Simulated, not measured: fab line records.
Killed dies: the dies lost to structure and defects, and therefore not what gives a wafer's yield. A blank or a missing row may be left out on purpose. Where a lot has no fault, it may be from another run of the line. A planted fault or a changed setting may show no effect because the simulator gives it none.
fab line records -- flow gf180mcu -- part 1 of 2: steps 1 to 29 of 38
record: lots: 5, wafers: 15, last_day: 33
route steps=602 shown M4@457 V4@476
lots that met no fault: taken from a fault-free run of the same line
start_h: start of the lot's first displayed wafer, in hours after the record's first day -- wait_h: hours since the lot's step before -- " repeats the value in the row above -- L1.1+2: several wafers, shown together as one row -- - either no value or no given start -- * or withheld: withheld -- < > ~ a bound
route shown NAME@n: NAME is a module with steps in the file, n the number in the route of the first one -- usual: average and standard deviation across the fault-free wafers -- same: alike in all rows -- chamber/n: place in a boat -- sites: each site's reading -- _std_site: the standard deviation of these -- _edge_site: mean of outer sites minus mean of inner sites -- radius_mm: how far each site lies from the wafer's centre -- mask NAME#n: copy n -- behind: tool/chamber where the wafer was last shaped -- hold: why the lot was held/for how many hours/how that ended -- device: the transistor (n, p or np) that didn't switch -- end of line: tests run on the same wafers once the route is complete -- where a step has no rows: the recipe by itself -- killed: not the wafer's yield, but the dies lost to structure and defects at the first sort -- map: per-die view of a wafer (x killed, . not killed, _ where there is no die)
set.NAME: the setting that was run; set.NAME@STEP: the one run at that earlier step -- model.NAME: the simulator's own value behind a step, which no gauge read
lots at selected steps of the route; one table per step, one row per wafer
services: a tool's chamber out of use, with start hour (start_h, from the record's first day; less than 0 if before it), hours out, and reason
== steps ==
step: GF_M4_SPUTTER_01
recipe: material: TiN, target_thk_nm: 30, power_w: 6500, time_s: 25, chamber_pressure_pa: 0.4
usual: throttle_valve_pct: 29.9/1.3
lot.wafer,tool,chamber,start_h,wait_h,throttle_valve_pct
L075.1,pvd_sputter-04,-,520.16,0.1,29.9
L075.4,pvd_sputter-04,-,520.16,0.1,29.7
L075.6,pvd_sputter-04,-,520.16,0.1,29.7
L076.3,pvd_sputter-01,-,526.00,0.1,31.7
L076.5,pvd_sputter-01,-,526.00,0.1,29.6
L076.6,pvd_sputter-01,-,526.00,0.1,31.1
L078.2,pvd_sputter-01,-,546.71,0.1,31.0
L078.4,pvd_sputter-01,-,546.71,0.1,29.2
L078.5,pvd_sputter-01,-,546.71,0.1,31.6
L089.2,pvd_sputter-04,-,638.01,0.1,29.7
L089.4,pvd_sputter-04,-,638.01,0.1,29.7
L089.5,pvd_sputter-04,-,638.01,0.1,29.9
L092.4,pvd_sputter-01,-,659.26,0.1,29.1
L092.5,pvd_sputter-01,-,659.26,0.1,29.4
L092.6,pvd_sputter-01,-,659.26,0.1,31.9
step: GF_M4_SPUTTER_02
recipe: material: AlCu, target_thk_nm: 450, power_w: 10600, time_s: 23.9, chamber_pressure_pa: 0.4
usual: throttle_valve_pct: 29.9/1.3
lot.wafer,tool,chamber,start_h,wait_h,throttle_valve_pct
L075.1,pvd_sputter-04,-,520.19,0.0,29.5
L075.4,pvd_sputter-04,-,520.19,0.0,29.7
L075.6,pvd_sputter-04,-,520.19,0.0,29.7
L076.3,pvd_sputter-01,-,526.03,0.0,31.6
L076.5,pvd_sputter-01,-,526.03,0.0,29.5
L076.6,pvd_sputter-01,-,526.03,0.0,31.2
L078.2,pvd_sputter-01,-,546.74,0.0,31.0
L078.4,pvd_sputter-01,-,546.74,0.0,29.4
L078.5,pvd_sputter-01,-,546.74,0.0,31.5
L089.2,pvd_sputter-04,-,638.04,0.0,29.8
L089.4,pvd_sputter-04,-,638.04,0.0,29.7
L089.5,pvd_sputter-04,-,638.04,0.0,29.7
L092.4,pvd_sputter-01,-,659.29,0.0,29.4
L092.5,pvd_sputter-01,-,659.29,0.0,29.3
L092.6,pvd_sputter-01,-,659.29,0.0,31.3
step: GF_M4_SPUTTER_03
recipe: material: Ti, target_thk_nm: 10, substrate_temp_c: 300, chamber_pressure_pa: 0.3, power_w: 3000, time_s: 6.7
usual: throttle_valve_pct: 29.9/1.3
lot.wafer,tool,chamber,start_h,wait_h,throttle_valve_pct
L075.1,pvd_sputter-04,-,520.22,0.0,29.6
L075.4,pvd_sputter-04,-,520.22,0.0,29.7
L075.6,pvd_sputter-04,-,520.22,0.0,29.8
L076.3,pvd_sputter-01,-,526.06,0.0,31.2
L076.5,pvd_sputter-01,-,526.06,0.0,29.7
L076.6,pvd_sputter-01,-,526.06,0.0,31.0
L078.2,pvd_sputter-01,-,546.77,0.0,31.0
L078.4,pvd_sputter-01,-,546.77,0.0,29.6
L078.5,pvd_sputter-01,-,546.77,0.0,31.6
L089.2,pvd_sputter-04,-,638.07,0.0,30.1
L089.4,pvd_sputter-04,-,638.07,0.0,29.7
L089.5,pvd_sputter-04,-,638.07,0.0,30.2
L092.4,pvd_sputter-01,-,659.32,0.0,29.3
L092.5,pvd_sputter-01,-,659.32,0.0,29.3
L092.6,pvd_sputter-01,-,659.32,0.0,31.7
step: GF_M4_SPUTTER_04
recipe: material: TiN, target_thk_nm: 50, power_w: 6500, time_s: 41.7, chamber_pressure_pa: 0.4
usual: throttle_valve_pct: 29.8/1.3
lot.wafer,tool,chamber,start_h,wait_h,throttle_valve_pct
L075.1,pvd_sputter-04,-,520.24,0.0,29.7
L075.4,pvd_sputter-04,-,520.24,0.0,29.7
L075.6,pvd_sputter-04,-,520.24,0.0,29.9
L076.3,pvd_sputter-01,-,526.08,0.0,32.0
L076.5,pvd_sputter-01,-,526.08,0.0,29.2
L076.6,pvd_sputter-01,-,526.08,0.0,30.9
L078.2,pvd_sputter-01,-,546.79,0.0,31.0
L078.4,pvd_sputter-01,-,546.79,0.0,29.7
L078.5,pvd_sputter-01,-,546.79,0.0,31.5
L089.2,pvd_sputter-04,-,638.09,0.0,29.6
L089.4,pvd_sputter-04,-,638.09,0.0,29.5
L089.5,pvd_sputter-04,-,638.09,0.0,29.6
L092.4,pvd_sputter-01,-,659.34,0.0,29.4
L092.5,pvd_sputter-01,-,659.34,0.0,29.5
L092.6,pvd_sputter-01,-,659.34,0.0,31.4
step: GF_M4_RS_MEAS_05
recipe: thk_meas_gauge: four-point-probe, reads: TiN_of_M4_SPUTTER_04+Ti_of_M4_SPUTTER_03+AlCu_of_M4_SPUTTER_02+TiN_of_M4_SPUTTER_01+Ti_of_M4_SPUTTER_00
usual: M4_ALCU_RS: 0.0694/0.00056
lot.wafer,tool,chamber,start_h,wait_h,M4_ALCU_RS[ohm/sq]
L075.1,film_metro-04,-,520.28,0.0,0.0686
L075.4,film_metro-04,-,520.28,0.0,0.0691
L075.6,film_metro-04,-,520.28,0.0,0.0692
L076.3,film_metro-01,-,526.16,0.1,0.0700
L076.5,film_metro-01,-,526.16,0.1,0.0688
L076.6,film_metro-01,-,526.16,0.1,0.0694
L078.2,film_metro-04,-,546.85,0.0,0.0691
L078.4,film_metro-04,-,546.85,0.0,0.0696
L078.5,film_metro-04,-,546.85,0.0,0.0690
L089.2,film_metro-02,-,638.15,0.0,0.0695
L089.4,film_metro-02,-,638.15,0.0,0.0691
L089.5,film_metro-02,-,638.15,0.0,0.0691
L092.4,film_metro-04,-,659.44,0.1,0.0699
L092.5,film_metro-04,-,659.44,0.1,0.0690
L092.6,film_metro-04,-,659.44,0.1,0.0694
step: GF_M4_THK_MEAS_06
recipe: thk_meas_gauge: xrf, reads: AlCu_of_M4_SPUTTER_02
usual: M4_ALCU_THK: 446/5
lot.wafer,tool,chamber,start_h,wait_h,M4_ALCU_THK[nm]
L075.1,film_metro-04,-,520.40,0.1,452
L075.4,film_metro-04,-,520.40,0.1,451
L075.6,film_metro-04,-,520.40,0.1,450
L076.3,film_metro-01,-,526.26,0.1,444
L076.5,film_metro-01,-,526.26,0.1,451
L076.6,film_metro-01,-,526.26,0.1,447
L078.2,film_metro-04,-,546.96,0.1,450
L078.4,film_metro-04,-,546.96,0.1,446
L078.5,film_metro-04,-,546.96,0.1,448
L089.2,film_metro-02,-,638.26,0.1,442
L089.4,film_metro-02,-,638.26,0.1,446
L089.5,film_metro-02,-,638.26,0.1,445
L092.4,film_metro-04,-,659.53,0.1,446
L092.5,film_metro-04,-,659.53,0.1,450
L092.6,film_metro-04,-,659.53,0.1,448
step: GF_M4_DEHYDRATE_07
recipe: temp_c: 200, time_s: 60
usual: heater_power_total_W: 160.36/0.13
lot.wafer,tool,chamber,start_h,wait_h,heater_power_total_W
L075.1,litho_track-03,0,531.30,10.9,160.22
L075.4,litho_track-03,0,531.30,10.9,160.45
L075.6,litho_track-03,0,531.30,10.9,160.26
L076.3,litho_track-03,0,537.25,11.0,160.44
L076.5,litho_track-03,0,537.25,11.0,160.33
L076.6,litho_track-03,0,537.25,11.0,160.34
L078.2,litho_track-01,0,557.92,10.9,160.33
L078.4,litho_track-01,0,557.92,10.9,160.38
L078.5,litho_track-01,0,557.92,10.9,160.35
L089.2,litho_track-01,0,647.17,8.9,160.47
L089.4,litho_track-01,0,647.17,8.9,160.44
L089.5,litho_track-01,0,647.17,8.9,160.58
L092.4,litho_track-03,0,667.77,8.2,160.31
L092.5,litho_track-03,0,667.77,8.2,160.22
L092.6,litho_track-03,0,667.77,8.2,160.18
step: GF_M4_HMDS_08
recipe: prime_time_s: 60, prime_temp_c: 120
lot.wafer,tool,chamber,start_h,wait_h
L075.1+4+6,litho_track-03,0,531.45,0.1
L076.3+5+6,litho_track-03,0,537.40,0.1
L078.2+4+5,litho_track-01,0,558.07,0.1
L089.2+4+5,litho_track-01,0,647.32,0.1
L092.4+5+6,litho_track-03,0,667.92,0.1
step: GF_M4_COAT_09
recipe: resist: KrF, spin_rpm: withheld, resist_thk_nm: 1000
lot.wafer,tool,chamber,start_h,wait_h
L075.1+4+6,litho_track-03,0,531.60,0.1
L076.3+5+6,litho_track-03,0,537.55,0.1
L078.2+4+5,litho_track-01,0,558.22,0.1
L089.2+4+5,litho_track-01,0,647.47,0.1
L092.4+5+6,litho_track-03,0,668.07,0.1
step: GF_M4_SOFTBAKE_10
recipe: temp_c: 130, time_s: 60, resist: KrF
usual: heater_power_total_W: 93.04/0.055
lot.wafer,tool,chamber,start_h,wait_h,heater_power_total_W
L075.1,litho_track-03,0,531.75,0.1,93.09
L075.4,litho_track-03,0,531.75,0.1,93.06
L075.6,litho_track-03,0,531.75,0.1,93.12
L076.3,litho_track-03,0,537.70,0.1,93.03
L076.5,litho_track-03,0,537.70,0.1,92.97
L076.6,litho_track-03,0,537.70,0.1,93.05
L078.2,litho_track-01,0,558.37,0.1,93.04
L078.4,litho_track-01,0,558.37,0.1,92.94
L078.5,litho_track-01,0,558.37,0.1,93.10
L089.2,litho_track-01,0,647.62,0.1,93.05
L089.4,litho_track-01,0,647.62,0.1,93.01
L089.5,litho_track-01,0,647.62,0.1,93.06
L092.4,litho_track-03,0,668.22,0.1,93.01
L092.5,litho_track-03,0,668.22,0.1,93.06
L092.6,litho_track-03,0,668.22,0.1,93.06
step: GF_M4_EXPOSE_11
recipe: mask_id: Metal4, target_cd_nm: 280, na: 0.68, source_shape: conventional, sigma_outer: 0.6, dose_mj: 28
usual: reticle_temp_C: 22.99/0.11
lot.wafer,tool,chamber,start_h,wait_h,mask,reticle_temp_C
L075.1,krf_scanner-01,0,-,-,Metal4#0,23.16
L075.4,krf_scanner-01,0,-,-,Metal4#0,23.00
L075.6,krf_scanner-01,0,-,-,Metal4#0,22.92
L076.3,krf_scanner-01,0,-,-,Metal4#0,23.01
L076.5,krf_scanner-01,0,-,-,Metal4#0,22.94
L076.6,krf_scanner-01,0,-,-,Metal4#0,22.89
L078.2,krf_scanner-02,0,-,-,Metal4#0,22.98
L078.4,krf_scanner-02,0,-,-,Metal4#0,23.01
L078.5,krf_scanner-02,0,-,-,Metal4#0,22.95
L089.2,krf_scanner-02,0,-,-,Metal4#0,22.76
L089.4,krf_scanner-02,0,-,-,Metal4#0,22.80
L089.5,krf_scanner-02,0,-,-,Metal4#0,22.85
L092.4,krf_scanner-01,0,-,-,Metal4#0,22.92
L092.5,krf_scanner-01,0,-,-,Metal4#0,22.90
L092.6,krf_scanner-01,0,-,-,Metal4#0,22.72
step: GF_M4_PEB_12
recipe: peb_temp_c: 135, peb_time_s: 90, resist: KrF
usual: heater_power_total_W: 85.70/0.084
lot.wafer,tool,chamber,start_h,wait_h,heater_power_total_W
L075.1,litho_track-03,0,-,-,85.88
L075.4,litho_track-03,0,-,-,85.66
L075.6,litho_track-03,0,-,-,85.75
L076.3,litho_track-03,0,-,-,85.65
L076.5,litho_track-03,0,-,-,85.79
L076.6,litho_track-03,0,-,-,85.78
L078.2,litho_track-03,0,-,-,85.60
L078.4,litho_track-03,0,-,-,85.67
L078.5,litho_track-03,0,-,-,85.72
L089.2,litho_track-01,0,-,-,85.67
L089.4,litho_track-01,0,-,-,85.59
L089.5,litho_track-01,0,-,-,85.84
L092.4,litho_track-03,0,-,-,85.59
L092.5,litho_track-03,0,-,-,85.82
L092.6,litho_track-03,0,-,-,85.61
step: GF_M4_DEVELOP_13
recipe: develop_time_s: 60, dev_temp_c: 21
lot.wafer,tool,chamber,start_h,wait_h
L075.1+4+6,litho_track-03,0,543.35,0.2
L076.3+5+6,litho_track-03,0,548.95,0.1
L078.2+4+5,litho_track-03,0,569.47,0.2
L089.2+4+5,litho_track-01,0,657.37,0.2
L092.4+5+6,litho_track-03,0,677.72,0.1
step: GF_M4_CD_MEAS_14
recipe: target_cd_nm: 280
usual: cd_nm: 280.1/1.3
lot.wafer,tool,chamber,start_h,wait_h,cd_nm
L075.1,cd_sem-02,-,543.50,0.1,279.5
L075.4,cd_sem-02,-,543.50,0.1,279.9
L075.6,cd_sem-02,-,543.50,0.1,280.0
L076.3,cd_sem-02,-,549.09,0.1,281.0
L076.5,cd_sem-02,-,549.09,0.1,279.1
L076.6,cd_sem-02,-,549.09,0.1,280.0
L078.2,cd_sem-02,-,569.62,0.1,280.3
L078.4,cd_sem-02,-,569.62,0.1,280.5
L078.5,cd_sem-02,-,569.62,0.1,281.5
L089.2,cd_sem-02,-,657.51,0.1,281.2
L089.4,cd_sem-02,-,657.51,0.1,279.4
L089.5,cd_sem-02,-,657.51,0.1,280.0
L092.4,cd_sem-01,-,677.85,0.1,280.6
L092.5,cd_sem-01,-,677.85,0.1,281.8
L092.6,cd_sem-01,-,677.85,0.1,281.8
step: GF_M4_OVL_MEAS_15
usual: M4_OVL: 2/5.1
lot.wafer,tool,chamber,start_h,wait_h,M4_OVL[nm]
L075.1,overlay-01,-,543.62,0.1,0
L075.4,overlay-01,-,543.62,0.1,3
L075.6,overlay-01,-,543.62,0.1,10
L076.3,overlay-01,-,549.18,0.1,1
L076.5,overlay-01,-,549.18,0.1,3
L076.6,overlay-01,-,549.18,0.1,6
L078.2,overlay-01,-,569.72,0.1,2
L078.4,overlay-01,-,569.72,0.1,-3
L078.5,overlay-01,-,569.72,0.1,-2
L089.2,overlay-01,-,657.62,0.1,5
L089.4,overlay-01,-,657.62,0.1,5
L089.5,overlay-01,-,657.62,0.1,6
L092.4,overlay-02,-,677.93,0.1,-9
L092.5,overlay-02,-,677.93,0.1,1
L092.6,overlay-02,-,677.93,0.1,7
step: GF_M4_METAL_ETCH_16
recipe: chemistry: Cl2/BCl3, mask_material: KrF, target_depth_nm: 750.8, stop_on: SiO2, pressure_mtorr: 8, icp_w: 800, bias_w: 140, Cl2_flow_sccm: 80, bcl3_flow_sccm: 40, time_s: 125.1
usual: drypump_motor_current_A: 5.5/0.41, oes_product_au: 0.990/0.0059, throttle_valve_pct: 28.231/0.009
lot.wafer,tool,chamber,start_h,wait_h,drypump_motor_current_A,oes_product_au,rf_hours_counter_h,throttle_valve_pct
L075.1,rie_metal-03,1,543.65,0.0,5.5,0.990,12,28.229
L075.4,rie_metal-03,1,543.65,0.0,5.5,0.991,-,28.227
L075.6,rie_metal-03,1,543.65,0.0,5.5,0.991,-,28.230
L076.3,rie_metal-03,1,549.29,0.1,5.5,0.992,-,28.206
L076.5,rie_metal-03,1,549.29,0.1,5.5,0.985,-,28.218
L076.6,rie_metal-03,1,549.29,0.1,5.5,0.987,-,28.234
L078.2,rie_metal-04,0,569.75,0.0,6.3,0.992,2,28.232
L078.4,rie_metal-04,1,569.75,0.0,5.3,0.984,-,28.232
L078.5,rie_metal-04,0,569.75,0.0,6.3,0.983,-,28.230
L089.2,rie_metal-02,1,657.65,0.0,5.0,0.995,11,28.225
L089.4,rie_metal-02,1,657.65,0.0,5.0,0.991,-,28.238
L089.5,rie_metal-02,0,657.65,0.0,5.3,0.998,-,28.225
L092.4,rie_metal-04,1,677.99,0.1,5.3,0.985,-,28.219
L092.5,rie_metal-04,1,677.99,0.1,5.3,0.997,-,28.246
L092.6,rie_metal-04,0,677.99,0.1,6.3,0.988,-,28.232
step: GF_M4_STRIP_17
recipe: chemistry: O2/N2, power_w: 1400, pressure_mtorr: 1500, platen_temp_c: 250, o2_flow_sccm: 3000, n2_flow_sccm: 300, overash_fraction: 0.5
usual: drypump_motor_current_A: 5.7/0.34, heater_power_w: 332/37, oes_product_au: 0.538/0.005, strip_time_to_endpoint_s: 7.39/0.047
lot.wafer,tool,chamber,start_h,wait_h,drypump_motor_current_A,heater_power_w,oes_product_au,rf_hours_counter_h,strip_time_to_endpoint_s
L075.1,plasma_asher-04,1,543.91,0.2,5.5,289,0.543,75,7.40
L075.4,plasma_asher-04,0,543.91,0.2,5.6,359,0.541,-,7.42
L075.6,plasma_asher-04,0,543.91,0.2,5.6,354,0.541,-,7.42
L076.3,plasma_asher-02,1,549.49,0.2,5.8,384,0.535,-,7.37
L076.5,plasma_asher-02,1,549.49,0.2,5.8,378,0.536,-,7.31
L076.6,plasma_asher-02,0,549.49,0.2,5.4,302,0.530,-,7.39
L078.2,plasma_asher-03,1,569.88,0.1,5.9,348,0.538,14,7.44
L078.4,plasma_asher-03,1,569.88,0.1,5.9,335,0.540,-,7.46
L078.5,plasma_asher-03,1,569.88,0.1,5.9,356,0.535,-,7.43
L089.2,plasma_asher-04,0,657.78,0.1,5.5,357,0.537,87,7.41
L089.4,plasma_asher-04,0,657.78,0.1,5.6,354,0.539,-,7.42
L089.5,plasma_asher-04,0,657.78,0.1,5.6,362,0.537,-,7.36
L092.4,plasma_asher-02,1,678.11,0.1,5.8,385,0.531,-,7.43
L092.5,plasma_asher-02,1,678.11,0.1,5.9,381,0.541,-,7.50
L092.6,plasma_asher-02,0,678.11,0.1,5.4,292,0.530,-,7.41
step: GF_M4_STRIP_18
recipe: chemistry: post_etch_residue_remover, time_s: 1200, temp_c: 72.5
lot.wafer,tool,chamber,start_h,wait_h
L075.1+4+6,wet_bench-04,2,544.01,0.1
L076.3+5+6,wet_bench-02,0,549.56,0.0
L078.2+4+5,wet_bench-04,2,569.98,0.1
L089.2+4+5,wet_bench-04,0,657.88,0.1
L092.4+5+6,wet_bench-02,2,678.18,0.0
step: GF_M4_CLEAN_19
recipe: chemistry: DIW, dry: n2_spin
lot.wafer,tool,chamber,start_h,wait_h
L075.1+4+6,wet_bench-01,0,544.35,0.0
L076.3+5+6,wet_bench-01,2,549.90,0.0
L078.2+4+5,wet_bench-02,0,570.35,0.0
L089.2+4+5,wet_bench-02,1,658.22,0.0
L092.4+5+6,wet_bench-01,2,678.52,0.0
step: GF_V4_CVD_00
recipe: material: SiO2, target_thk_nm: 600, sigma_open_frac: 0.3, temp_c: 400, time_s: 100, sih4_flow_sccm: 60, pressure_mtorr: 6
lot.wafer,tool,chamber,start_h,wait_h
L075.1+4+6,hdpcvd-01,"0,2,1",544.44,0.0
L076.3+5+6,hdpcvd-01,"1,1,2",549.99,0.0
L078.2+4+5,hdpcvd-02,"1,0,1",570.55,0.0
L089.2+4+5,hdpcvd-02,"2,2,0",658.31,0.0
L092.4+5+6,hdpcvd-01,"2,0,1",678.65,0.0
step: GF_V4_THK_MEAS_01
recipe: reads: SiO2_of_V4_CVD_00
usual: V4_CVD_00_THK: 603/6.1
lot.wafer,tool,chamber,start_h,wait_h,V4_CVD_00_THK[nm]
L075.1,film_metro-02,-,544.52,0.0,600
L075.4,film_metro-02,-,544.52,0.0,600
L075.6,film_metro-02,-,544.52,0.0,591
L076.3,film_metro-02,-,550.09,0.1,598
L076.5,film_metro-02,-,550.09,0.1,596
L076.6,film_metro-02,-,550.09,0.1,596
L078.2,film_metro-02,-,570.64,0.0,607
L078.4,film_metro-02,-,570.64,0.0,612
L078.5,film_metro-02,-,570.64,0.0,611
L089.2,film_metro-02,-,658.40,0.0,600
L089.4,film_metro-02,-,658.40,0.0,600
L089.5,film_metro-02,-,658.40,0.0,590
L092.4,film_metro-04,-,678.72,0.0,611
L092.5,film_metro-04,-,678.72,0.0,607
L092.6,film_metro-04,-,678.72,0.0,603
step: GF_V4_CVD_02
recipe: material: SiO2, target_thk_nm: 850, precursor: TEOS, temp_c: 400, time_s: 94.851, rf_w: 600
usual: heater_power_w: 639/67
lot.wafer,tool,chamber,start_h,wait_h,heater_power_w,since_wet_clean_h
L075.1,pecvd-01,1,544.58,0.1,570,162
L075.4,pecvd-01,2,544.58,0.1,652,-
L075.6,pecvd-01,1,544.58,0.1,612,-
L076.3,pecvd-01,1,550.13,0.0,627,167
L076.5,pecvd-01,1,550.13,0.0,513,-
L076.6,pecvd-01,2,550.13,0.0,706,-
L078.2,pecvd-01,1,570.69,0.0,602,188
L078.4,pecvd-01,2,570.69,0.0,631,-
L078.5,pecvd-01,1,570.69,0.0,528,-
L089.2,pecvd-01,0,658.45,0.0,715,276
L089.4,pecvd-01,0,658.45,0.0,724,-
L089.5,pecvd-01,1,658.45,0.0,598,-
L092.4,pecvd-03,1,678.78,0.1,599,-
L092.5,pecvd-03,2,678.78,0.1,557,-
L092.6,pecvd-03,0,678.78,0.1,725,-
step: GF_V4_THK_MEAS_03
recipe: reads: SiO2_of_V4_CVD_02
usual: V4_CVD_02_THK: 848/10
lot.wafer,tool,chamber,start_h,wait_h,V4_CVD_02_THK[nm]
L075.1,film_metro-04,-,544.65,0.0,838
L075.4,film_metro-04,-,544.65,0.0,858
L075.6,film_metro-04,-,544.65,0.0,859
L076.3,film_metro-04,-,550.22,0.1,839
L076.5,film_metro-04,-,550.22,0.1,861
L076.6,film_metro-04,-,550.22,0.1,862
L078.2,film_metro-04,-,570.80,0.1,838
L078.4,film_metro-04,-,570.80,0.1,860
L078.5,film_metro-04,-,570.80,0.1,858
L089.2,film_metro-02,-,658.52,0.0,843
L089.4,film_metro-02,-,658.52,0.0,846
L089.5,film_metro-02,-,658.52,0.0,847
L092.4,film_metro-02,-,678.85,0.0,870
L092.5,film_metro-02,-,678.85,0.0,870
L092.6,film_metro-02,-,678.85,0.0,867
step: GF_V4_CMP_04
recipe: material: SiO2, down_force_psi: 4, platen_rpm: 60, pad_velocity_m_s: 0.94248
usual: motor_current_A: 11.7/1.1, retaining_ring_pressure_frac: 1.000/0.0055, time_to_endpoint_s: 80/5
lot.wafer,tool,chamber,start_h,wait_h,motor_current_A,retaining_ring_pressure_frac,time_to_endpoint_s
L075.1,cmp-01,2,544.71,0.1,11.6,0.997,79
L075.4,cmp-01,1,544.71,0.1,11.9,1.000,85
L075.6,cmp-01,2,544.71,0.1,12.2,1.006,87
L076.3,cmp-02,0,550.41,0.2,10.5,1.011,73
L076.6,cmp-02,1,550.41,0.2,10.0,1.002,81
L076.5,cmp-02,2,550.41,0.2,13.6,1.000,79
L078.2,cmp-02,0,570.95,0.1,11.1,1.005,72
L078.4,cmp-02,1,570.95,0.1,10.0,1.005,81
L078.5,cmp-02,2,570.95,0.1,14.1,0.992,80
L089.2,cmp-01,3,658.57,0.0,10.8,1.005,81
L089.4,cmp-01,2,658.57,0.0,11.5,1.002,80
L089.5,cmp-01,0,658.57,0.0,12.4,0.999,82
L092.4,cmp-01,1,678.88,0.0,11.6,0.992,85
L092.5,cmp-01,1,678.88,0.0,12.2,1.000,86
L092.6,cmp-01,2,678.88,0.0,11.7,1.004,87
step: GF_V4_BOW_MEAS_05
recipe: mode: bow
usual: V4_BOW: 134/8.1
lot.wafer,tool,chamber,start_h,wait_h,V4_BOW[um]
L075.1,film_metro-02,-,545.01,0.2,136
L075.4,film_metro-02,-,545.01,0.2,138
L075.6,film_metro-02,-,545.01,0.2,151
L076.3,film_metro-02,-,550.60,0.1,136
L076.5,film_metro-02,-,550.60,0.1,126
L076.6,film_metro-02,-,550.60,0.1,124
L078.2,film_metro-03,-,571.17,0.2,129
L078.4,film_metro-03,-,571.17,0.2,140
L078.5,film_metro-03,-,571.17,0.2,133
L089.2,film_metro-02,-,658.89,0.3,128
L089.4,film_metro-02,-,658.89,0.3,126
L089.5,film_metro-02,-,658.89,0.3,133
L092.4,film_metro-03,-,679.24,0.3,132
L092.5,film_metro-03,-,679.24,0.3,132
L092.6,film_metro-03,-,679.24,0.3,134
step: GF_V4_DEHYDRATE_06
recipe: temp_c: 200, time_s: 60
usual: heater_power_total_W: 160.37/0.13
lot.wafer,tool,chamber,start_h,wait_h,heater_power_total_W
L075.1,litho_track-01,0,555.95,10.9,160.43
L075.4,litho_track-01,0,555.95,10.9,160.36
L075.6,litho_track-01,0,555.95,10.9,160.63
L076.3,litho_track-01,0,561.55,10.9,160.17
L076.5,litho_track-01,0,561.55,10.9,160.33
L076.6,litho_track-01,0,561.55,10.9,160.29
L078.2,litho_track-04,0,581.48,10.3,160.33
L078.4,litho_track-04,0,581.48,10.3,160.50
L078.5,litho_track-04,0,581.48,10.3,160.29
L089.2,litho_track-02,0,667.52,8.6,160.26
L089.4,litho_track-02,0,667.52,8.6,160.37
L089.5,litho_track-02,0,667.52,8.6,160.43
L092.4,litho_track-02,0,687.57,8.3,160.28
L092.5,litho_track-02,0,687.57,8.3,160.47
L092.6,litho_track-02,0,687.57,8.3,160.29
step: GF_V4_HMDS_07
recipe: prime_time_s: 60, prime_temp_c: 120
lot.wafer,tool,chamber,start_h,wait_h
L075.1+4+6,litho_track-01,0,556.10,0.1
L076.3+5+6,litho_track-01,0,561.70,0.1
L078.2+4+5,litho_track-04,0,581.63,0.1
L089.2+4+5,litho_track-02,0,667.67,0.1
L092.4+5+6,litho_track-02,0,687.72,0.1
step: GF_V4_COAT_08
recipe: resist: BARC, temp_c: withheld, time_s: withheld, spin_rpm: withheld, resist_thk_nm: withheld
lot.wafer,tool,chamber,start_h,wait_h
L075.1+4+6,litho_track-01,0,556.25,0.1
L076.3+5+6,litho_track-01,0,561.85,0.1
L078.2+4+5,litho_track-04,0,581.78,0.1
L089.2+4+5,litho_track-02,0,667.82,0.1
L092.4+5+6,litho_track-02,0,687.87,0.1
step: GF_V4_COAT_09
recipe: resist: KrF, spin_rpm: withheld, resist_thk_nm: 1000
lot.wafer,tool,chamber,start_h,wait_h
L075.1+4+6,litho_track-01,0,-,-
L076.3+5+6,litho_track-01,0,-,-
L078.2+4+5,litho_track-04,0,-,-
L089.2+4+5,litho_track-02,0,-,-
L092.4+5+6,litho_track-02,0,-,-
